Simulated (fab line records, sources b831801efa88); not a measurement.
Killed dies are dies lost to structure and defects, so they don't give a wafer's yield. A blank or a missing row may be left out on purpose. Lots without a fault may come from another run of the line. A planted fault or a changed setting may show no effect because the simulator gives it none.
One fault seen from 2 desks | flow sky130 | each desk has only its own numbers; what lay behind them comes last

THE METROLOGY DESK
What the gauges read, lot by lot, whatever tool the lot ran on: means of the sampled wafers that have a number. A lot is out of limits, marked OUT, if its mean lies more than 4 standard deviations from the usual mean; the brackets give that distance.
Columns: A = VT_ADJUST_HVTR_OVL at SKY_VT_ADJUST_HVTR_OVL_MEAS_08, usual 0.7 nm; B = cd_nm at SKY_POLY_GATE_CD_MEAS_22, usual 149.0 nm; C = SD_P_OVL at SKY_SD_P_OVL_MEAS_08, usual 1.2 nm
lot  | first seen here | A    | B     | C
L438 | day 9 18:30     | 0.3  | 152.6 | 1.0
L442 | day 10 18:39    | 2.6  | 149.7 | 2.2
L443 | day 10 21:33    | 3.3  | 149.5 | 3.2
L444 | day 11 07:50    | 0.1  | 147.9 | 2.9
L449 | day 12 17:38    | 2.2  | 148.7 | 0.5
L451 | day 13 12:34    | 1.1  | 149.8 | 2.0
L452 | day 14 02:39    | -0.2 | 149.4 | 1.0
L453 | day 14 08:55    | 1.7  | 147.8 | -0.5
L454 | day 14 14:22    | 1.4  | 148.7 | 2.3
L456 | day 15 00:40    | -0.4 | 151.9 | 0.5
L457 | day 15 11:26    | 2.0  | 150.5 | 1.8
L458 | day 15 23:35    | -1.4 | 150.4 | 2.4
L459 | day 16 06:41    | 1.4  | 148.8 | 0.3
L460 | day 16 10:14    | 0.6  | 146.0 | -0.1
This desk's finding: nothing out of limits on any of the 14 lots.

THE TOOL OWNER'S DESK: litho_track-04
The tool's own readings at SKY_LDD_LDN_PEB_05: means of the sampled wafers that have a number, for each lot that ran on this tool. A lot is out of limits, marked OUT, if its mean lies more than 4 standard deviations from the usual mean; the brackets give that distance.
Columns: A = exhaust_pa at SKY_LDD_LDN_PEB_05, usual 45.0 Pa
lot  | first seen here | A
L438 | day 22 23:13    | 45.3
L443 | day 24 08:23    | 45.9
L454 | day 28 20:25    | 45.5
L457 | day 29 18:16    | 44.6
L458 | day 30 07:16    | 45.4
L460 | day 30 09:38    | 47.7
This desk's finding: nothing out of limits on any of the 6 lots.

PUT TOGETHER
The metrology desk saw nothing out of limits.
The tool owner's desk saw nothing out of limits.

WHAT THE SIMULATOR HAD PUT IN
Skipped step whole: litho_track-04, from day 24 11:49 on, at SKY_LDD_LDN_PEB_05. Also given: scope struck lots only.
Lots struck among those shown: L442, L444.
